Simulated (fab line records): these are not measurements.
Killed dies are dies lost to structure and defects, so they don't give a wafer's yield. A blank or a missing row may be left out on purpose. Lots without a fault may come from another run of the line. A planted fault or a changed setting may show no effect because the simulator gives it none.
Chamber matching :: flow sky130 :: rie_diel-04 running SKY_VIA3_ETCH_14: 4 sister chambers
The step etches BARC in N2/H2, stops on SiO2, time 45.9 s, target depth 60 nm. 20 wafers are shown with their chamber, then 10 later ones without.

## WAFERS WITH THEIR CHAMBER
wafer: L075.1
chamber: 0
drypump_motor_current_A (A): 6.4
oes_product_au (a.u.): 0.856
throttle_valve_pct (%): 13.225

wafer: L075.2
chamber: 3
drypump_motor_current_A (A): 5.8
oes_product_au (a.u.): 0.854
throttle_valve_pct (%): 13.247

wafer: L075.3
chamber: 2
drypump_motor_current_A (A): 6.0
oes_product_au (a.u.): 0.848
throttle_valve_pct (%): 13.221

wafer: L075.4
chamber: 0
drypump_motor_current_A (A): 6.4
oes_product_au (a.u.): 0.853
throttle_valve_pct (%): 13.219

wafer: L075.5
chamber: 3
drypump_motor_current_A (A): 5.7
oes_product_au (a.u.): 0.846
throttle_valve_pct (%): 13.224

wafer: L075.6
chamber: 2
drypump_motor_current_A (A): 6.0
oes_product_au (a.u.): 0.866
throttle_valve_pct (%): 13.218

wafer: L078.1
chamber: 0
drypump_motor_current_A (A): 6.5
oes_product_au (a.u.): 0.854
throttle_valve_pct (%): 13.227

wafer: L078.2
chamber: 2
drypump_motor_current_A (A): 5.9
oes_product_au (a.u.): 0.850
throttle_valve_pct (%): 13.222

wafer: L078.3
chamber: 3
drypump_motor_current_A (A): 5.7
oes_product_au (a.u.): 0.851
throttle_valve_pct (%): 13.226

wafer: L079.1
chamber: 2
drypump_motor_current_A (A): 5.9
oes_product_au (a.u.): 0.858
throttle_valve_pct (%): 13.231

wafer: L079.2
chamber: 3
drypump_motor_current_A (A): 5.7
oes_product_au (a.u.): 0.859
throttle_valve_pct (%): 13.208

wafer: L079.5
chamber: 2
drypump_motor_current_A (A): 6.0
oes_product_au (a.u.): 0.854
throttle_valve_pct (%): 13.243

wafer: L082.2
chamber: 2
drypump_motor_current_A (A): 6.0
oes_product_au (a.u.): 0.857
throttle_valve_pct (%): 13.210

wafer: L082.3
chamber: 3
drypump_motor_current_A (A): 5.7
oes_product_au (a.u.): 0.854
throttle_valve_pct (%): 13.215

wafer: L082.6
chamber: 1
drypump_motor_current_A (A): 5.9
oes_product_au (a.u.): 0.852
throttle_valve_pct (%): 13.228

wafer: L083.2
chamber: 0
drypump_motor_current_A (A): 6.4
oes_product_au (a.u.): 0.851
throttle_valve_pct (%): 13.226

wafer: L083.4
chamber: 1
drypump_motor_current_A (A): 5.9
oes_product_au (a.u.): 0.864
throttle_valve_pct (%): 13.221

wafer: L083.6
chamber: 2
drypump_motor_current_A (A): 5.9
oes_product_au (a.u.): 0.850
throttle_valve_pct (%): 13.223

wafer: L084.1
chamber: 3
drypump_motor_current_A (A): 5.7
oes_product_au (a.u.): 0.854
throttle_valve_pct (%): 13.236

wafer: L084.4
chamber: 1
drypump_motor_current_A (A): 5.9
oes_product_au (a.u.): 0.854
throttle_valve_pct (%): 13.217

SIGNATURES, as means of the wafers listed above
reading: drypump_motor_current_A
chamber 0: 6.425
chamber 1: 5.900
chamber 2: 5.957
chamber 3: 5.717
scatter within a chamber: 0.0454

reading: oes_product_au
chamber 0: 0.85350
chamber 1: 0.85667
chamber 2: 0.85471
chamber 3: 0.85300
scatter within a chamber: 0.00513

reading: throttle_valve_pct
chamber 0: 13.22425
chamber 1: 13.22200
chamber 2: 13.22400
chamber 3: 13.22600
scatter within a chamber: 0.0104
Rule: a wafer's distance from a chamber is the root of the sum, over the readings, of the square of ((its reading less the chamber's mean) divided by the reading's scatter). The wafer belongs to the nearest chamber; if the next one is less than 2 further off, it can't be placed. The scatter is the square root of a quotient: the sum, over the shown wafers, of each reading's squared deviation from its chamber's mean, divided by wafers minus chambers.

## WAFERS WITHOUT THEIR CHAMBER
wafer: L084.6
drypump_motor_current_A (A): 6.4
oes_product_au (a.u.): 0.847
throttle_valve_pct (%): 13.217

wafer: L089.2
drypump_motor_current_A (A): 5.9
oes_product_au (a.u.): 0.854
throttle_valve_pct (%): 13.217

wafer: L089.5
drypump_motor_current_A (A): 5.9
oes_product_au (a.u.): 0.853
throttle_valve_pct (%): 13.247

wafer: L089.6
drypump_motor_current_A (A): 5.7
oes_product_au (a.u.): 0.850
throttle_valve_pct (%): 13.222

wafer: L092.1
drypump_motor_current_A (A): 5.9
oes_product_au (a.u.): 0.856
throttle_valve_pct (%): 13.221

wafer: L092.2
drypump_motor_current_A (A): 5.9
oes_product_au (a.u.): 0.850
throttle_valve_pct (%): 13.221

wafer: L092.3
drypump_motor_current_A (A): 5.7
oes_product_au (a.u.): 0.848
throttle_valve_pct (%): 13.207

wafer: L092.4
drypump_motor_current_A (A): 6.4
oes_product_au (a.u.): 0.854
throttle_valve_pct (%): 13.226

wafer: L092.5
drypump_motor_current_A (A): 5.9
oes_product_au (a.u.): 0.850
throttle_valve_pct (%): 13.215

wafer: L092.6
drypump_motor_current_A (A): 6.0
oes_product_au (a.u.): 0.858
throttle_valve_pct (%): 13.224

## WHICH CHAMBER EACH WENT THROUGH
wafer: L084.6
from the rows above: 0
in truth: 0

wafer: L089.2
from the rows above: can't be placed: 1 or 2
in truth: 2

wafer: L089.5
from the rows above: can't be placed: 1 or 2
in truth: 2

wafer: L089.6
from the rows above: 3
in truth: 3

wafer: L092.1
from the rows above: can't be placed: 1 or 2
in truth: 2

wafer: L092.2
from the rows above: can't be placed: 1 or 2
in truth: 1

wafer: L092.3
from the rows above: 3
in truth: 3

wafer: L092.4
from the rows above: 0
in truth: 0

wafer: L092.5
from the rows above: can't be placed: 1 or 2
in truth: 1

wafer: L092.6
from the rows above: can't be placed: 2 or 1
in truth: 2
Correctly placed: 4 of 10. Not placeable from these rows: 6 (in 6, the candidates include the true chamber). Wrongly placed: 0.
